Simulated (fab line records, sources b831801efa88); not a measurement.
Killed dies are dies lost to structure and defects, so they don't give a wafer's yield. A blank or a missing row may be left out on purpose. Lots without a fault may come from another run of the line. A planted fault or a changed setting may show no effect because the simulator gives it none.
Problem report in the 8D (eight disciplines) form, filled by code | flow gf180mcu | the parts of the form that need people (team, actions taken, sign-off) are left out

1. THE PROBLEM
V4_W_RS at GF_V4_RS_MEAS_24 reads a mean of 0.382 ohm/sq on 9 wafers of 3 lots; wafers without a fault read 0.325 ohm/sq with a standard deviation of 0.0057. That is +10 standard deviations from the usual mean.
The step: measures by four-point-probe.
First seen on wafer L429.1, day 31 01:22, on film_metro-04. The record holds 33 wafers of 11 lots with a number at this step. Rule for "out", or "out of limits": more than 4 standard deviations from the usual mean. The other wafers with a number count as sound.

2. WHAT IT IS AND WHAT IT IS NOT
question                    | is                           | is not
which readings at this step | V4_W_RS                      | -
which lots                  | L429, L431, L432             | L412, L414, L416, L417, L418, L421, L426, L433
which wafers of those lots  | all that have a number       | -
read on which gauges        | film_metro-02, film_metro-04 | film_metro-01
when                        | from day 31 01:22            | up to then (21 sound wafers); but 3 sound wafers of L433 came after

3. SUSPECTS, AND WHAT RULES EACH OUT
Counting: a tool at a process step up to the reading stays a suspect if it ran every lot that is out and no sound lot after the first of them.
- the gauge at GF_V4_RS_MEAS_24: ruled out. The wafers that are out were read on 2 gauges (film_metro-02, film_metro-04).
- cvd_w-02 at GF_V4_CVD_23 (deposits W, target thk 350 nm, time 104.9 s): kept. It ran every lot that is out, first L429 (day 31 01:16), and no sound lot after that; its last sound lot up to then is L426 (day 29 21:57).
Left after counting: cvd_w-02 at GF_V4_CVD_23.

4. THE CAUSE (what the simulator had put in)
Process parameter drift: cvd_w-02, from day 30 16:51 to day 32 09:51, at GF_V4_CVD_23. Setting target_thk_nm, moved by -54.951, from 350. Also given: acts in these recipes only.
Counting left only this tool.

5. THE CHAIN OF EFFECTS, in route order
Each row: a reading whose mean over the struck wafers that have a number lies more than 3 standard deviations from the usual. Only readings for which the record gives a usual standard deviation are gone through. hours: the time from each lot's start at the first step in this table that gives one to its start at this step, as a median over the lots. sigmas: the change in usual standard deviations.
hours | step              | reading            | usual        | on struck wafers | change | sigmas
0     | GF_V4_RS_MEAS_24  | V4_W_RS            | 0.325 ohm/sq | 0.382            | +0.057 | +10
0     | GF_V4_THK_MEAS_25 | V4_W_THK           | 336 nm       | 288              | -48    | -7.6
0     | GF_V4_CMP_26      | time_to_endpoint_s | 87.1 s       | 74.2             | -12.9  | -4.5
The process steps in it:
- GF_V4_CMP_26: polishes, stops on SiO2, t overpolish 15 s, target thk 0 nm.

6. WHAT WOULD HAVE CAUGHT IT SOONER
In this record the first reading out of limits at a measuring or inspecting step was taken at day 31 01:22, 9 hours after the fault began at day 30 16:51.
Of the tool readings at GF_V4_CVD_23 for which the record gives a usual standard deviation, none was out on any struck wafer, so an alarm limit of 4 standard deviations on them would not have fired.
Of the lots that are out (3), L431, L432 began GF_V4_CVD_23 on cvd_w-02 after day 31 01:22. A hold on the tool at that time would have spared those 2.
